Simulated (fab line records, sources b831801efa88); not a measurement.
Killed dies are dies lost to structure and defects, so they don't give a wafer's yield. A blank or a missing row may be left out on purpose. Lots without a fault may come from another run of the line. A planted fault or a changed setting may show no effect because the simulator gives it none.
Chamber matching | flow sky130 | SKY_CAP2M_CVD_00 on pecvd-01: 3 sister chambers
The step deposits SiO2, target thk 15.5 nm. 3 wafers are shown with their chamber, then 7 later ones without.

WAFERS WITH THEIR CHAMBER
wafer  | chamber | heater_power_w (W)
L111.6 | 1       | 671
L112.1 | 2       | 754
L112.2 | 0       | 886

WAFERS WITHOUT THEIR CHAMBER
wafer  | heater_power_w (W)
L112.5 | 641
L115.1 | 747
L115.2 | 742
L115.6 | 773
L114.1 | 866
L114.3 | 876
L114.5 | 790

WHICH CHAMBER EACH WENT THROUGH
wafer  | from the rows above | in truth
L112.5 | 1                   | 1
L115.1 | 2                   | 2
L115.2 | 2                   | 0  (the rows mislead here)
L115.6 | 2                   | 2
L114.1 | 0                   | 0
L114.3 | 0                   | 0
L114.5 | 2                   | 2
Placed correctly: 6 of 7. Can't be placed from these rows: 0. Placed wrongly: 1.
How it was worked out, from the rows above alone: a wafer's distance from a chamber is the root of the sum, over the readings, of the square of ((its reading less the chamber's mean) divided by the reading's scatter). The wafer belongs to the nearest chamber; if the next one is less than 2 further off, it can't be placed. A chamber's mean is the mean of its shown wafers. The scatter: with one shown wafer a chamber, the root of the mean of the squares of how far each hidden wafer lies from its nearest shown one.
